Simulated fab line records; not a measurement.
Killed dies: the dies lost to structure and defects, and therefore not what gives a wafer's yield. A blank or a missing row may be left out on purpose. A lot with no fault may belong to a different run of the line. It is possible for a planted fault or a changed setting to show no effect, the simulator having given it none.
The tool behind it: which one? | flow sky130 | Sampling: 14 lots, 42 wafers, 4 of 708 route steps

## WHAT EACH GAUGE READ, for each wafer
SKY_POLY_GATE_THK_MEAS_01.
lot  | measured     | on           | POLY_GATE_CVD_00_THK (nm)
L195 | day 13 22:02 | filmMetro-03 | 180.9 181.2 181.0
L196 | day 14 06:49 | filmMetro-02 | 177.1 176.7 179.0
L197 | day 14 20:16 | filmMetro-02 | 183.2 181.2 182.2
L198 | day 14 23:17 | filmMetro-03 | 185.0 182.8 184.9
L199 | day 15 09:28 | filmMetro-03 | 183.5 181.2 181.1
L203 | day 16 23:02 | filmMetro-03 | 181.6 183.0 181.6
L204 | day 17 16:04 | filmMetro-02 | 183.2 182.9 182.5
L206 | day 17 19:01 | filmMetro-03 | 182.6 182.0 181.9
L210 | day 19 18:24 | filmMetro-04 | 181.1 179.6 179.6
L211 | day 19 20:40 | filmMetro-03 | 179.6 181.7 181.1
L214 | day 20 15:31 | filmMetro-03 | 183.7 181.3 182.0
L216 | day 21 02:58 | filmMetro-02 | 180.0 178.3 179.0
L217 | day 21 17:56 | filmMetro-03 | 180.1 181.4 180.4
L218 | day 22 04:44 | filmMetro-02 | 181.3 180.2 180.8

SKY_POLY_GATE_THK_MEAS_21.
lot  | measured     | on           | POLY_GATE_OXIDATION_THK (nm)
L195 | day 16 10:36 | filmMetro-04 | 3.93 3.76 3.88
L196 | day 16 17:38 | filmMetro-04 | 3.93 3.97 3.95
L197 | day 17 07:43 | filmMetro-03 | 3.90 3.99 3.89
L198 | day 17 11:49 | filmMetro-02 | 4.00 3.96 4.01
L199 | day 18 13:31 | filmMetro-03 | 4.07 4.04 4.13
L203 | day 19 14:14 | filmMetro-03 | 4.08 4.08 4.06
L204 | day 20 09:52 | filmMetro-03 | 4.00 4.02 4.07
L206 | day 20 12:51 | filmMetro-02 | 3.94 3.90 3.95
L210 | day 22 09:55 | filmMetro-02 | 4.00 3.95 4.06
L211 | day 22 12:26 | filmMetro-02 | 3.87 4.01 3.95
L214 | day 23 10:01 | filmMetro-03 | 4.00 3.98 3.96
L216 | day 23 19:14 | filmMetro-03 | 4.04 3.96 4.04
L217 | day 24 09:44 | filmMetro-04 | 4.04 4.10 4.02
L218 | day 25 00:52 | filmMetro-03 | 3.99 3.82 3.93

SKY_LDD_P_CD_MEAS_07: the cd target is 380 nm.
lot  | measured     | on       | cdNm (nm)
L195 | day 18 21:01 | cdSem-01 | 373.7 375.0 374.7
L196 | day 19 04:45 | cdSem-01 | 376.8 378.8 380.7
L197 | day 19 21:11 | cdSem-02 | 379.0 381.4 380.1
L198 | day 20 03:05 | cdSem-02 | 377.9 378.7 377.8
L199 | day 21 02:50 | cdSem-01 | 384.0 383.3 382.8
L203 | day 22 05:53 | cdSem-02 | 381.1 383.3 381.0
L204 | day 22 22:49 | cdSem-01 | 380.1 380.8 378.3
L206 | day 23 02:55 | cdSem-02 | 382.9 383.7 384.3
L210 | day 24 22:40 | cdSem-01 | 377.8 379.3 381.1
L211 | day 25 01:26 | cdSem-02 | 378.8 377.4 381.2
L214 | day 25 20:21 | cdSem-01 | 382.0 381.6 381.1
L216 | day 26 06:41 | cdSem-02 | 379.0 379.8 379.6
L217 | day 26 21:27 | cdSem-01 | 381.0 379.9 380.4
L218 | day 27 12:33 | cdSem-01 | 381.6 382.0 380.2

## EACH LOT AND THE TOOL THAT RAN IT (in order: tool; ch and the chambers of the sampled wafers; start)
lot  | SKY_LDD_N_IMPLANT_10
L195 | implanter-04 ch 0, day 17 13:49
L196 | implanter-02 ch 0, day 17 21:44
L197 | implanter-02 ch 0, day 18 14:13
L198 | implanter-04 ch 0, day 18 18:40
L199 | implanter-04 ch 0, day 19 19:41
L203 | implanter-04 ch 0, day 20 22:00
L204 | implanter-04 ch 0, day 21 16:17
L206 | implanter-04 ch 0, day 21 19:46
L210 | implanter-01 ch 0, day 23 16:03
L211 | implanter-02 ch 0, day 23 19:21
L214 | implanter-02 ch 0, day 24 15:19
L216 | implanter-04 ch 0, day 25 00:30
L217 | implanter-01 ch 0, day 25 15:16
L218 | implanter-02 ch 0, day 26 06:45
- SKY_LDD_N_IMPLANT_10

## WHAT THE TOOLS THEMSELVES READ (means of the sampled wafers that have a number; where no wafer has one, the mark that the record gives instead)
SKY_LDD_N_IMPLANT_10.
lot  | tool         | beamEnergyKeV | beamOnS (s) | faradayCurrentUA
L195 | implanter-04 | 20.004        | 9.94        | 426
L196 | implanter-02 | 20.004        | 10.15       | 415
L197 | implanter-02 | 19.994        | 9.94        | 424
L198 | implanter-04 | 19.999        | 10.08       | 420
L199 | implanter-04 | 19.998        | 9.94        | 423
L203 | implanter-04 | 19.998        | 10.12       | 418
L204 | implanter-04 | 16.902        | 11.67       | 361
L206 | implanter-04 | 16.897        | 11.35       | 373
L210 | implanter-01 | 20.004        | 9.95        | 424
L211 | implanter-02 | 20.001        | 10.07       | 420
L214 | implanter-02 | 20.005        | 10.18       | 415
L216 | implanter-04 | 20.000        | 10.24       | 414
L217 | implanter-01 | 20.000        | 9.89        | 427
L218 | implanter-02 | 20.005        | 10.14       | 417

## THE ANSWER, worked out from the rows above alone
Rule: what is usual is taken from the lots themselves. Put in order of their means at a reading, lots are off if they are a third of the lots or fewer, leave a main group of 4 or more, and stand apart from it by a gap of 3 or more times the standard deviation of the main group's means; of several such gaps the widest counts. The tables above print the reading to a certain number of digits; a main group whose means all agree to those digits is not used. Also off: a lot with no number at a reading for which 4 or more lots have one. All remaining lots with rows at the step are treated as sound. Order of review: gauges by route order, followed by the tools' own readings, for which a lot's mean as printed above is used. At the first step where some lot is off, the reading lying furthest off is the one used; lots without a number count as furthest.
Off, at SKY_LDD_N_IMPLANT_10 on beamEnergyKeV: L204, L206. The main group: mean 20.001, standard deviation 0.0033.
If a tool, at that step or one of the process steps before it, ran each lot that is off and ran no sound lot following the first of them, it fits. No candidate that was tried fits.

## WHAT THE SIMULATOR HAD INSERTED
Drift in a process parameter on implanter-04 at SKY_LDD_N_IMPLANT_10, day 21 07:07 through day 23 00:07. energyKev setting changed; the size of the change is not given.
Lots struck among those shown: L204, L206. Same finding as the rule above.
